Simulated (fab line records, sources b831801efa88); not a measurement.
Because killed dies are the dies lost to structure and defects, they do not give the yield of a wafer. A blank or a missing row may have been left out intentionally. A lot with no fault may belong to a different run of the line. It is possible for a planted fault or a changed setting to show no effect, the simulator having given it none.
Which of the tools did it?	flow sky130	Sampling: 12 lots, 36 wafers, 3 of 708 route steps

== WHAT THE GAUGES READ, wafer by wafer ==
SKY_VIA3_CD_MEAS_12: the cd target is 200 nm.
lot	measured	on	cd-nm (nm)
L075	day 40 08:26	cd-sem-02	200.4 199.9 199.7
L077	day 41 05:26	cd-sem-02	200.1 199.8 200.6
L079	day 41 22:51	cd-sem-02	201.5 201.5 201.9
L080	day 42 01:23	cd-sem-01	197.9 199.3 198.6
L082	day 42 06:16	cd-sem-01	198.8 199.4 200.3
L085	day 42 23:06	cd-sem-02	201.3 201.3 201.8
L087	day 43 14:14	cd-sem-01	199.2 200.5 198.5
L089	day 43 21:59	cd-sem-02	198.6 197.1 198.4
L091	day 44 11:01	cd-sem-01	200.7 199.7 201.7
L093	day 45 08:58	cd-sem-02	199.3 200.5 199.3
L094	day 45 16:05	cd-sem-02	195.6 198.3 197.0
L097	day 46 03:34	cd-sem-02	199.7 199.7 198.0

== WHICH TOOL RAN EACH LOT (tool, then ch and the chambers of the sampled wafers, then the start) ==
lot	SKY_METAL2_SPUTTER_01	SKY_VIA2_CVD_21
L075	pvd-sputter-02, day 34 20:04	cvd-w-01 ch 0,1, day 37 02:58
L077	pvd-sputter-02, day 35 20:19	cvd-w-02 ch 0,1, day 38 02:13
L079	pvd-sputter-03, day 36 14:01	cvd-w-02 ch 0,1, day 38 18:49
L080	pvd-sputter-03, day 36 17:01	cvd-w-02 ch 0,1, day 38 21:27
L082	pvd-sputter-03, day 36 21:23	cvd-w-02 ch 0,1, day 39 02:26
L085	pvd-sputter-01, day 37 13:37	cvd-w-01 ch 0,1, day 39 18:50
L087	pvd-sputter-03, day 38 08:08	cvd-w-01 ch 0,1, day 40 12:18
L089	pvd-sputter-02, day 38 17:17	cvd-w-02 ch 0,1, day 40 21:15
L091	pvd-sputter-03, day 39 08:22	cvd-w-01 ch 0,1, day 41 11:54
L093	pvd-sputter-01, day 40 10:29	cvd-w-01 ch 0,1, day 42 12:27
L094	pvd-sputter-01, day 40 19:23	cvd-w-02 ch 0, day 42 21:09
L097	pvd-sputter-01, day 41 07:06	cvd-w-01 ch 1, day 43 07:58
- SKY_METAL2_SPUTTER_01: material TiN, target thk 20 nm, time 16.7 s.
- SKY_VIA2_CVD_21: deposits W, target thk 420 nm, time 126.4 s.

== THE ANSWER, worked out from the rows above alone ==
Rule: usual is defined by the lots themselves. Put in order of their means at a reading, lots are off if they are a third of the lots or fewer, leave a main group of 4 or more, and stand apart from it by a gap of 3 or more times the standard deviation of the main group's means; of several such gaps the widest counts. Not used: any main group whose means are identical at the precision the tables above print for the reading. Also off: a lot with no number at a reading for which 4 or more lots have one. Where the step has rows for the other lots, those lots are counted as sound.
Across all readings shown, no lot is off: no conclusion can be drawn from this.

== WHAT THE SIMULATOR HAD INSERTED ==
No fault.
